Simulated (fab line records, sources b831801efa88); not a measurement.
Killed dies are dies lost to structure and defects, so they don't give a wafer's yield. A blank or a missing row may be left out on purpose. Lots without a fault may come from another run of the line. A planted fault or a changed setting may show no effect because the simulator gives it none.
Which tool did it? | flow sfq_line | 13 lots, 39 wafers sampled, at 1 step of a route of 325

WHAT THE GAUGES READ, wafer by wafer
The record holds no reading of a measuring or inspecting step that can be judged against a usual standard deviation.

WHICH TOOL RAN EACH LOT (tool, then ch and the chambers of the sampled wafers, then the start)
lot  | SFQ_TRILAYER_I5_ETCH_VIA_ETCH_147
L721 | rie_diel-01 ch 0,1,2, day 58 20:27
L722 | rie_diel-01 ch 1,2,3, day 59 00:03
L723 | rie_diel-03 ch 0,1,3, day 59 02:27
L724 | rie_diel-02 ch 2,3, day 59 23:43
L725 | rie_diel-03 ch 0,1,3, day 67 22:10
L730 | rie_diel-03 ch 0,2,3, day 68 20:37
L731 | rie_diel-02 ch 0,2, day 68 21:49
L732 | rie_diel-01 ch 0,1,3, day 69 03:49
L733 | rie_diel-01 ch 0,1,2, day 69 08:47
L735 | rie_diel-01 ch 0,2,3, day 70 08:37
L737 | rie_diel-02 ch 0,1, day 71 00:13
L740 | rie_diel-01 ch 0,2, day 71 12:03
L742 | rie_diel-01 ch 0,3, day 71 16:49
- SFQ_TRILAYER_I5_ETCH_VIA_ETCH_147: etches the open film in CHF3, stops on Nb, target depth 360 nm.

WHAT THE TOOLS THEMSELVES READ (means of the sampled wafers that have a number; where no wafer has one, the mark that the record gives instead)
SFQ_TRILAYER_I5_ETCH_VIA_ETCH_147.
lot  | tool        | drypump_motor_current_A (A) | oes_product_au (a.u.) | rf_fwd_power_W (W)
L721 | rie_diel-01 | 5.8                         | 0.990                 | 497.5
L722 | rie_diel-01 | 5.5                         | 0.982                 | 498.3
L723 | rie_diel-03 | 5.9                         | 0.988                 | 498.1
L724 | rie_diel-02 | 5.4                         | 0.989                 | 499.4
L725 | rie_diel-03 | 5.8                         | 0.993                 | 498.8
L730 | rie_diel-03 | 5.8                         | 0.988                 | 523.8
L731 | rie_diel-02 | 5.8                         | 0.988                 | 497.6
L732 | rie_diel-01 | 5.6                         | 0.987                 | 498.1
L733 | rie_diel-01 | 5.8                         | 0.991                 | 498.1
L735 | rie_diel-01 | 5.6                         | 0.986                 | 498.0
L737 | rie_diel-02 | 6.0                         | 0.995                 | 497.2
L740 | rie_diel-01 | 5.8                         | 0.984                 | 497.6
L742 | rie_diel-01 | 5.6                         | 0.998                 | 498.7

THE ANSWER, worked out from the rows above alone
Rule: what is usual is taken from the lots themselves. Put in order of their means at a reading, lots are off if they are a third of the lots or fewer, leave a main group of 4 or more, and stand apart from it by a gap of 3 or more times the standard deviation of the main group's means; of several such gaps the widest counts. A main group whose means are all the same, to the digits that the tables above print for the reading, isn't used. A lot without any number at a reading at which 4 lots or more have one is off too. The other lots that the step has rows for count as sound. The gauges are gone through in route order, then the tools' own readings, and for those a lot's mean is taken as printed above. The first step at which some lot is off is used, and at that step the reading that is off furthest; a lot without a number counts as furthest.
Off: L730, at SFQ_TRILAYER_I5_ETCH_VIA_ETCH_147 (rf_fwd_power_W). The main group: mean 498.1 W, standard deviation 0.6.
A tool fits if, at that step or a process step before it, it ran every lot that is off, and no sound lot after the first of them. One fits: rie_diel-03 at SFQ_TRILAYER_I5_ETCH_VIA_ETCH_147. Its last sound lot is L725 (day 67 22:10), its first lot that is off L730 (day 68 20:37): a fault that began between those two fits.
The tool's own readings at SFQ_TRILAYER_I5_ETCH_VIA_ETCH_147 bear it out: on the lots that are off they differ by more than 5 times the standard deviation of the sound lots' means. rf_fwd_power_W reads 523.8 W there against 498.1 W on the sound lots.

WHAT THE SIMULATOR HAD PUT IN
Process parameter drift: rie_diel-03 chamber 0, from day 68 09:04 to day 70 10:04, at SFQ_TRILAYER_I5_ETCH_VIA_ETCH_147. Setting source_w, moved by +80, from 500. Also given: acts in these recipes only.
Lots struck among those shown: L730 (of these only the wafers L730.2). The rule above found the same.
